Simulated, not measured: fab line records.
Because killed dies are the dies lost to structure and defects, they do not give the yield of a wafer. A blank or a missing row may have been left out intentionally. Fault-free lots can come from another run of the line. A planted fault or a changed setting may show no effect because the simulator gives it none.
fab line records	flow gf180mcu
record: lots: 5	wafers: 15	last-day: 33
route steps=602 shown TOP_METAL@579 PASSIVATION@587
lots that met no fault: taken from a fault-free run of the same line
start-h: start of the lot's first displayed wafer, in hours after the record's first day	wait-h: hours since the lot's step before	" the same as in the row above	L1.1+2: several wafers, shown together as one row	- either no value or no given start	* or withheld: withheld	< > ~ a bound
route shown NAME@n: NAME is a module with steps in the file, n the number in the route of the first one	usual: the fault-free wafers' mean and standard deviation	same: alike in all rows	chamber/n: place in a boat	sites: each site's reading	_std_site: standard deviation of those values	_edge_site: outer sites' mean less inner sites'	radius-mm: for every site, how far away it sits from the centre of the wafer	mask NAME#n: copy n	behind: the tool/chamber that last shaped the wafer	hold: reason for holding the lot/hours on hold/outcome of the hold	device: which transistor (n, p or np) failed to switch	end of line: the same wafers' tests at the end of the route	where a step has no rows: the recipe by itself	killed: at the first sort, the dies lost to defects and structure; wafer yield is something else	map: dies across one wafer; x = killed, . = not, _ = none there
set.NAME: the setting as run; set.NAME@STEP: as run at that earlier step	model.NAME: the simulator's own value behind a step, which no gauge read
certain route steps with their lots: each step a table, each wafer a row
services: from which hour (start-h, from the record's first day; less than 0 if before it) a tool's chamber was out of use, for how many hours, and why
== steps ==
step: GF_TOP_METAL_PEB_12
recipe: temp-c: withheld	time-s: *	resist: NOVOLAK
same: time-s: *
lot.wafer	tool	chamber	start-h	wait-h
L075.2+5+6	litho-track-02	0	-	-
L078.2+3+4	litho-track-02	0	-	-
L086.1+3+6	litho-track-03	0	-	-
L088.1+4+6	litho-track-04	0	-	-
L093.1+2+6	litho-track-04	0	-	-
step: GF_TOP_METAL_DEVELOP_13
recipe: develop-time-s: 60	dev-temp-c: 23
lot.wafer	tool	chamber	start-h	wait-h
L075.2+5+6	litho-track-02	0	657.91	0.1
L078.2+3+4	litho-track-02	0	677.91	0.1
L086.1+3+6	litho-track-03	0	734.79	0.1
L088.1+4+6	litho-track-04	0	745.99	0.1
L093.1+2+6	litho-track-04	0	777.74	0.1
step: GF_TOP_METAL_CD_MEAS_14
recipe: target-cd-nm: 440
usual: cd-nm: 440.6/1.9
lot.wafer	tool	chamber	start-h	wait-h	cd-nm
L075.2	cd-sem-01	-	658.05	0.1	441.2
L075.5	"	-	"	"	443.1
L075.6	"	-	"	"	441.5
L078.2	cd-sem-01	-	678.05	0.1	439.4
L078.3	"	-	"	"	441.5
L078.4	"	-	"	"	441.3
L086.1	cd-sem-01	-	734.94	0.1	441.9
L086.3	"	-	"	"	438.4
L086.6	"	-	"	"	438.1
L088.1	cd-sem-01	-	746.14	0.1	441.1
L088.4	"	-	"	"	442.9
L088.6	"	-	"	"	441.6
L093.1	cd-sem-02	-	777.89	0.1	443.1
L093.2	"	-	"	"	443.6
L093.6	"	-	"	"	442.4
step: GF_TOP_METAL_OVL_MEAS_15
usual: TOP_METAL_OVL: 0.5/1.3
lot.wafer	tool	chamber	start-h	wait-h	TOP_METAL_OVL[nm]
L075.2	overlay-02	-	658.16	0.1	0.2
L075.5	"	-	"	"	0.6
L075.6	"	-	"	"	1.0
L078.2	overlay-01	-	678.16	0.1	-1.4
L078.3	"	-	"	"	-2.3
L078.4	"	-	"	"	-0.7
L086.1	overlay-01	-	735.06	0.1	1.6
L086.3	"	-	"	"	1.4
L086.6	"	-	"	"	0.9
L088.1	overlay-02	-	746.26	0.1	1.1
L088.4	"	-	"	"	1.1
L088.6	"	-	"	"	-0.4
L093.1	overlay-02	-	778.01	0.1	2.7
L093.2	"	-	"	"	2.1
L093.6	"	-	"	"	0.8
step: GF_TOP_METAL_METAL_ETCH_16
recipe: chemistry: Cl2/BCl3	mask-material: NOVOLAK	target-depth-nm: 1077.5	stop-on: SiO2	pressure-mtorr: 8	icp-w: 800	bias-w: 140	Cl2_flow_sccm: 80	bcl3-flow-sccm: 40	time-s: 179.6
usual: drypump-motor-current-A: 5.98/0.26	oes-product-au: 0.966/0.0068	throttle-valve-pct: 28.257/0.011
same: time-s: 179.6
lot.wafer	tool	chamber	start-h	wait-h	drypump-motor-current-A	oes-product-au	rf-hours-counter-h	throttle-valve-pct
L075.2	rie-metal-04	0	658.19	0.0	5.95	0.953	4.8	28.259
L075.5	"	1	"	"	5.73	0.962	-	28.259
L075.6	"	0	"	"	5.96	0.972	-	28.260
L078.2	rie-metal-04	1	678.19	0.0	5.68	0.967	9.0	28.266
L078.3	"	0	"	"	5.95	0.963	-	28.244
L078.4	"	1	"	"	5.69	0.966	-	28.264
L086.1	rie-metal-02	1	735.09	0.0	5.97	0.968	6.2	28.242
L086.3	"	1	"	"	5.98	0.965	-	28.248
L086.6	"	1	"	"	5.98	0.965	-	28.264
L088.1	rie-metal-02	0	746.29	0.0	6.15	0.963	7.1	28.241
L088.4	"	0	"	"	6.14	0.955	-	28.266
L088.6	"	0	"	"	6.15	0.971	-	28.270
L093.1	rie-metal-03	0	778.04	0.0	6.36	0.974	6.7	28.265
L093.2	"	1	"	"	5.64	0.976	6.0	28.239
L093.6	"	1	"	"	5.65	0.970	-	28.260
step: GF_TOP_METAL_STRIP_17
recipe: chemistry: O2/N2	power-w: 1400	pressure-mtorr: 1500	platen-temp-c: 250	o2-flow-sccm: 3000	n2-flow-sccm: 300	overash-fraction: 0.5
usual: drypump-motor-current-A: 5.7/0.51	heater-power-w: 316/49	oes-product-au: 0.711/0.005	strip-time-to-endpoint-s: 13.46/0.081
lot.wafer	tool	chamber	start-h	wait-h	drypump-motor-current-A	heater-power-w	oes-product-au	rf-hours-counter-h	strip-time-to-endpoint-s
L075.2	plasma-asher-03	0	658.36	0.1	6.2	245	0.717	107	13.58
L075.5	"	0	"	"	6.2	244	0.707	-	13.47
L075.6	"	1	"	"	6.5	365	0.714	-	13.54
L078.2	plasma-asher-01	1	678.36	0.1	5.0	351	0.717	56	13.44
L078.3	"	1	"	"	5.0	344	0.718	-	13.58
L078.4	"	0	"	"	5.5	283	0.719	-	13.53
L086.1	plasma-asher-02	1	735.27	0.1	5.9	256	0.722	31	13.54
L086.3	"	1	"	"	6.0	272	0.709	-	13.41
L086.6	"	1	"	"	5.9	266	0.697	-	13.40
L088.1	plasma-asher-01	0	746.47	0.1	5.5	289	0.708	65	13.31
L088.4	"	0	"	"	5.5	286	0.714	-	13.32
L088.6	"	1	"	"	5.0	353	0.717	-	13.35
L093.1	plasma-asher-01	0	778.22	0.1	5.5	285	0.716	68	13.57
L093.2	"	1	"	"	5.0	345	0.703	68	13.53
L093.6	"	1	"	"	5.0	344	0.709	-	13.55
step: GF_TOP_METAL_STRIP_18
recipe: chemistry: post-etch-residue-remover	time-s: 1200	temp-c: 72.5
usual: bath-guard-temp-C: 72.6/0.5
same: time-s: 1200
lot.wafer	tool	chamber	start-h	wait-h	bath-guard-temp-C
L075.2	wet-bench-02	1	658.46	0.1	72.9
L075.5	"	1	"	"	72.8
L075.6	"	1	"	"	72.6
L078.2	wet-bench-04	1	678.46	0.1	72.9
L078.3	"	1	"	"	73.0
L078.4	"	1	"	"	73.0
L086.1	wet-bench-02	0	735.37	0.1	72.1
L086.3	"	0	"	"	72.8
L086.6	"	0	"	"	72.6
L088.1	wet-bench-02	2	746.57	0.1	72.4
L088.4	"	2	"	"	72.8
L088.6	"	2	"	"	72.8
L093.1	wet-bench-01	0	778.32	0.1	72.7
L093.2	"	0	"	"	72.3
L093.6	"	0	"	"	72.2
step: GF_TOP_METAL_CLEAN_19
recipe: chemistry: DIW	dry: n2-spin
lot.wafer	tool	chamber	start-h	wait-h
L075.2+5+6	wet-bench-01	1	658.81	0.0
L078.2+3+4	wet-bench-01	3	678.81	0.0
L086.1+3+6	wet-bench-01	3	735.71	0.0
L088.1+4+6	wet-bench-04	2	746.91	0.0
L093.1+2+6	wet-bench-02	2	778.69	0.0
step: GF_PASSIVATION_CVD_00
recipe: material: SiO2	target-thk-nm: 1000	precursor: TEOS	temp-c: 400	time-s: 111.95	rf-w: 600
usual: heater-power-w: 614/77
same: time-s: 111.95
lot.wafer	tool	chamber	start-h	wait-h	heater-power-w
L075.2	pecvd-04	2	658.90	0.0	476
L075.5	"	2	"	"	516
L075.6	"	1	"	"	545
L078.2	pecvd-04	2	678.90	0.0	517
L078.3	"	1	"	"	640
L078.4	"	2	"	"	539
L086.1	pecvd-01	2	735.80	0.0	641
L086.3	"	1	"	"	687
L086.6	"	1	"	"	728
L088.1	pecvd-01	1	747.00	0.0	706
L088.4	"	1	"	"	573
L088.6	"	2	"	"	567
L093.1	pecvd-01	1	778.78	0.0	695
L093.2	"	0	"	"	680
L093.6	"	0	"	"	519
step: GF_PASSIVATION_THK_MEAS_01
recipe: reads: SiO2_of_PASSIVATION_CVD_00
usual: PASSIVATION_CVD_00_THK: 999/12
lot.wafer	tool	chamber	start-h	wait-h	PASSIVATION_CVD_00_THK[nm]
L075.2	film-metro-02	-	658.99	0.0	980
L075.5	"	-	"	"	1002
L075.6	"	-	"	"	996
L078.2	film-metro-03	-	679.03	0.1	999
L078.3	"	-	"	"	1012
L078.4	"	-	"	"	1025
L086.1	film-metro-03	-	735.88	0.0	993
L086.3	"	-	"	"	979
L086.6	"	-	"	"	1015
L088.1	film-metro-02	-	747.08	0.0	983
L088.4	"	-	"	"	989
L088.6	"	-	"	"	1004
L093.1	film-metro-03	-	778.86	0.0	994
L093.2	"	-	"	"	996
L093.6	"	-	"	"	988
step: GF_PASSIVATION_CVD_02
recipe: material: Si3N4	target-thk-nm: 700	time-s: 486.18	temp-c: 400	rf-w: 450
usual: heater-power-w: 660/78
same: time-s: 486.18
lot.wafer	tool	chamber	start-h	wait-h	heater-power-w
L075.2	pecvd-01	1	659.04	0.0	771
L075.5	"	1	"	"	749
L075.6	"	2	"	"	702
L078.2	pecvd-01	2	679.08	0.0	633
L078.3	"	1	"	"	726
L078.4	"	0	"	"	682
L086.1	pecvd-04	1	735.94	0.1	586
L086.3	"	2	"	"	522
L086.6	"	2	"	"	565
L088.1	pecvd-03	1	747.14	0.1	748
L088.4	"	0	"	"	632
L088.6	"	2	"	"	689
L093.1	pecvd-04	1	778.92	0.1	725
L093.2	"	2	"	"	600
L093.6	"	2	"	"	484
step: GF_PASSIVATION_THK_MEAS_03
recipe: reads: Si3N4_of_PASSIVATION_CVD_02
usual: PASSIVATION_CVD_02_THK: 698/8.9
lot.wafer	tool	chamber	start-h	wait-h	PASSIVATION_CVD_02_THK[nm]
L075.2	film-metro-01	-	659.33	0.2	699
L075.5	"	-	"	"	706
L075.6	"	-	"	"	714
L078.2	film-metro-01	-	679.37	0.2	692
L078.3	"	-	"	"	696
L078.4	"	-	"	"	703
L086.1	film-metro-03	-	736.23	0.1	699
L086.3	"	-	"	"	696
L086.6	"	-	"	"	699
L088.1	film-metro-02	-	747.43	0.1	694
L088.4	"	-	"	"	698
L088.6	"	-	"	"	711
L093.1	film-metro-02	-	779.21	0.1	688
L093.2	"	-	"	"	685
L093.6	"	-	"	"	694
step: GF_PASSIVATION_DEHYDRATE_04
recipe: temp-c: 200	time-s: 60
same: time-s: 60
lot.wafer	tool	chamber	start-h	wait-h
L075.2+5+6	litho-track-02	0	668.21	8.9
L078.2+3+4	litho-track-01	0	687.75	8.4
L086.1+3+6	litho-track-01	0	744.58	8.3
L088.1+4+6	litho-track-02	0	755.03	7.6
L093.1+2+6	litho-track-01	0	786.33	7.1
step: GF_PASSIVATION_HMDS_05
recipe: prime-time-s: 60	prime-temp-c: 120
lot.wafer	tool	chamber	start-h	wait-h
L075.2+5+6	litho-track-02	0	668.36	0.1
L078.2+3+4	litho-track-01	0	687.90	0.1
L086.1+3+6	litho-track-01	0	744.73	0.1
L088.1+4+6	litho-track-02	0	755.18	0.1
L093.1+2+6	litho-track-01	0	786.48	0.1
step: GF_PASSIVATION_COAT_06
recipe: spin-rpm: 2000	resist-thk-nm: 4000
usual: spin-speed-rpm: 2000.1/1.7
lot.wafer	tool	chamber	start-h	wait-h	spin-speed-rpm
L075.2	litho-track-02	0	668.51	0.1	2000.0
L075.5	"	0	"	"	2001.7
L075.6	"	0	"	"	2000.3
L078.2	litho-track-01	0	688.05	0.1	2000.4
L078.3	"	0	"	"	1999.4
L078.4	"	0	"	"	2001.0
L086.1	litho-track-01	0	744.88	0.1	1998.3
L086.3	"	0	"	"	1996.4
L086.6	"	0	"	"	1997.0
L088.1	litho-track-02	0	755.33	0.1	2001.6
L088.4	"	0	"	"	2001.5
L088.6	"	0	"	"	2000.6
L093.1	litho-track-01	0	786.63	0.1	1998.3
L093.2	"	0	"	"	1998.2
L093.6	"	0	"	"	2001.0
step: GF_PASSIVATION_SOFTBAKE_07
recipe: temp-c: 110	time-s: withheld
lot.wafer	tool	chamber	start-h	wait-h
L075.2+5+6	litho-track-02	0	668.67	0.1
L078.2+3+4	litho-track-01	0	688.21	0.1
L086.1+3+6	litho-track-01	0	745.03	0.1
L088.1+4+6	litho-track-02	0	755.48	0.1
L093.1+2+6	litho-track-01	0	786.78	0.1
step: GF_PASSIVATION_EXPOSE_08
recipe: mask-id: Pad	target-cd-nm: 40000	na: 0.57	dose-mj: 310
usual: exposure-dose-mJ-cm2: 309.97/0.29
lot.wafer	tool	chamber	start-h	wait-h	mask	exposure-dose-mJ-cm2
L075.2	iline-stepper-01	0	-	-	Pad#0	309.74
L075.5	"	0	"	"	Pad#0	309.62
L075.6	"	0	"	"	Pad#0	309.55
L078.2	iline-stepper-01	0	-	-	Pad#0	310.26
L078.3	"	0	"	"	Pad#0	309.92
L078.4	"	0	"	"	Pad#0	309.70
L086.1	iline-stepper-01	0	-	-	Pad#0	310.04
L086.3	"	0	"	"	Pad#0	309.51
L086.6	"	0	"	"	Pad#0	309.64
L088.1	iline-stepper-01	0	-	-	Pad#0	310.15
L088.4	"	0	"	"	Pad#0	310.04
L088.6	"	0	"	"	Pad#0	310.02
L093.1	iline-stepper-02	0	-	-	Pad#0	309.68
L093.2	"	0	"	"	Pad#0	309.85
L093.6	"	0	"	"	Pad#0	309.86
step: GF_PASSIVATION_PEB_09
recipe: temp-c: 115	time-s: withheld
lot.wafer	tool	chamber	start-h	wait-h
L075.2+5+6	litho-track-03	0	-	-
L078.2+3+4	litho-track-02	0	-	-
L086.1+3+6	litho-track-01	0	-	-
L088.1+4+6	litho-track-02	0	-	-
L093.1+2+6	litho-track-03	0	-	-
step: GF_PASSIVATION_DEVELOP_10
recipe: develop-time-s: 60	dev-temp-c: 23
lot.wafer	tool	chamber	start-h	wait-h
L075.2+5+6	litho-track-03	0	-	-
L078.2+3+4	litho-track-02	0	-	-
L086.1+3+6	litho-track-01	0	-	-
L088.1+4+6	litho-track-02	0	-	-
L093.1+2+6	litho-track-03	0	-	-
step: GF_PASSIVATION_ETCH_11
recipe: chemistry: CF4/O2	target-depth-nm: 1800	stop-on: TiN	source-w: 800	bias-w: 150	pressure-mtorr: 150	cf4-flow-sccm: 80	O2_flow_sccm: 10	time-s: 400
usual: drypump-motor-current-A: 5.5/0.4	oes-product-au: 0.962/0.0071	throttle-valve-pct: 5.959/0.009
same: time-s: 400
lot.wafer	tool	chamber	start-h	wait-h	drypump-motor-current-A	oes-product-au	rf-hours-counter-h	throttle-valve-pct
L075.2	rie-diel-03	0	678.84	-	5.7	0.955	23	5.964
L075.5	"	2	"	"	5.2	0.967	-	5.951
L075.6	"	1	"	"	5.4	0.961	-	5.961
L078.2	rie-diel-04	3	697.73	-	6.1	0.955	3	5.966
L078.3	"	0	"	"	5.5	0.965	20	5.956
L078.4	"	2	"	"	5.2	0.967	21	5.960
L086.1	rie-diel-04	2	753.58	-	5.2	0.962	23	5.963
L086.3	"	1	"	"	5.8	0.952	49	5.962
L086.6	"	1	"	"	5.8	0.971	-	5.956
L088.1	rie-diel-02	0	763.63	-	5.6	0.961	10	5.958
L088.4	"	0	"	"	5.6	0.957	-	5.977
L088.6	"	3	"	"	5.3	0.968	-	5.946
L093.1	rie-diel-02	0	794.54	-	5.6	0.956	11	5.941
L093.2	"	3	"	"	5.3	0.955	17	5.943
L093.6	"	2	"	"	6.1	0.961	-	5.967
step: GF_PASSIVATION_STRIP_12
recipe: chemistry: O2/N2	power-w: 1400	pressure-mtorr: 1500	platen-temp-c: 250	o2-flow-sccm: 3000	n2-flow-sccm: 300	overash-fraction: 0.5
usual: drypump-motor-current-A: 5.8/0.47	heater-power-w: 315/41	oes-product-au: 0.719/0.0044	strip-time-to-endpoint-s: 34.73/0.19
lot.wafer	tool	chamber	start-h	wait-h	drypump-motor-current-A	heater-power-w	oes-product-au	rf-hours-counter-h	strip-time-to-endpoint-s
L075.2	plasma-asher-02	0	679.08	0.1	5.3	391	0.726	23	34.59
L075.5	"	0	"	"	5.3	389	0.713	-	34.58
L075.6	"	1	"	"	5.9	265	0.717	-	34.60
L078.2	plasma-asher-04	1	697.97	0.1	5.3	319	0.712	91	34.80
L078.3	"	0	"	"	6.2	307	0.719	-	34.87
L078.4	"	1	"	"	5.3	328	0.717	-	34.69
L086.1	plasma-asher-04	1	753.82	0.1	5.3	324	0.721	98	34.67
L086.3	"	0	"	"	6.3	308	0.717	-	35.08
L086.6	"	0	"	"	6.3	297	0.719	-	34.97
L088.1	plasma-asher-02	1	763.87	0.1	5.9	270	0.718	34	34.51
L088.4	"	1	"	"	6.0	264	0.716	-	34.81
L088.6	"	0	"	"	5.4	373	0.720	-	34.46
L093.1	plasma-asher-02	1	794.78	0.1	5.9	265	0.720	36	34.86
L093.2	"	0	"	"	5.4	376	0.718	36	34.42
L093.6	"	0	"	"	5.3	384	0.712	-	34.51
step: GF_PASSIVATION_ANNEAL_13
recipe: temp-c: 400	time-s: 1800	ambient: N2/H2	idle-temp-c: 300	ramp-up-c-per-min: 10	ramp-down-c-per-min: 3
usual: ramp-up-c-per-min: 9.9999/0.0019	spike-tc-upper-C: 398.9/1.8
same: time-s: 1800
lot.wafer	tool	chamber	start-h	wait-h	ramp-up-c-per-min	spike-tc-upper-C
L075.2	furnace-02	0	679.18	0.1	9.9973	401.2
L075.5	"	0	"	"	10.001	401.3
L075.6	"	0	"	"	9.9972	399.9
L078.2	furnace-02	0	698.07	0.1	10.001	398.9
L078.3	"	0	"	"	10.001	401.7
L078.4	"	0	"	"	10.000	399.3
L086.1	furnace-02	0	753.92	0.1	9.9994	401.1
L086.3	"	0	"	"	9.9986	400.4
L086.6	"	0	"	"	9.9945	401.8
L088.1	furnace-02	0	763.97	0.1	10.003	399.1
L088.4	"	0	"	"	9.9943	401.9
L088.6	"	0	"	"	9.9993	401.1
L093.1	furnace-01	0	794.88	0.1	10.001	397.6
L093.2	"	0	"	"	9.9969	399.8
L093.6	"	0	"	"	10.001	397.4
step: GF_PASSIVATION_BOW_MEAS_14
recipe: mode: bow
usual: PASSIVATION_BOW: 132/11
lot.wafer	tool	chamber	start-h	wait-h	PASSIVATION_BOW[um]
L075.2	film-metro-02	-	680.70	0.0	131
L075.5	"	-	"	"	121
L075.6	"	-	"	"	113
L078.2	film-metro-01	-	699.59	0.0	134
L078.3	"	-	"	"	124
L078.4	"	-	"	"	138
L086.1	film-metro-03	-	755.42	0.0	150
L086.3	"	-	"	"	147
L086.6	"	-	"	"	144
L088.1	film-metro-01	-	765.56	0.1	126
L088.4	"	-	"	"	127
L088.6	"	-	"	"	129
L093.1	film-metro-03	-	796.38	0.0	117
L093.2	"	-	"	"	132
L093.6	"	-	"	"	123
== services ==
tool	chamber	start-h	hours	kind
furnace-02	-	634.20	3.5	pm
plasma-asher-01	-	638.33	5.4	repair
pecvd-01	-	642.76	2.8	pm
plasma-asher-03	-	645.74	0.7	repair
iline-stepper-01	-	655.68	4.8	repair
iline-stepper-01	-	660.47	1.7	pm
rie-diel-02	0	662.18	2.2	repair
wet-bench-04	-	664.56	4.4	pm
plasma-asher-02	-	666.65	0.3	repair
pecvd-04	0	673.71	7.4	repair
rie-diel-04	1	676.63	9.2	repair
rie-diel-04	3	687.05	4.7	repair
rie-diel-04	-	688.92	6.2	repair
rie-metal-02	1	705.14	16.0	repair
plasma-asher-04	-	705.93	1.4	repair
rie-metal-04	1	715.73	4.7	repair
rie-diel-04	0	726.11	14.0	repair
rie-diel-04	-	734.16	2.0	repair
wet-bench-04	-	738.21	1.0	repair
pecvd-01	-	750.82	0.6	repair
rie-diel-02	-	765.81	14.6	pm
plasma-asher-02	-	770.92	15.6	pm
furnace-02	-	783.07	2.3	pm
rie-diel-02	2	788.20	2.4	repair
== key ==
fault none
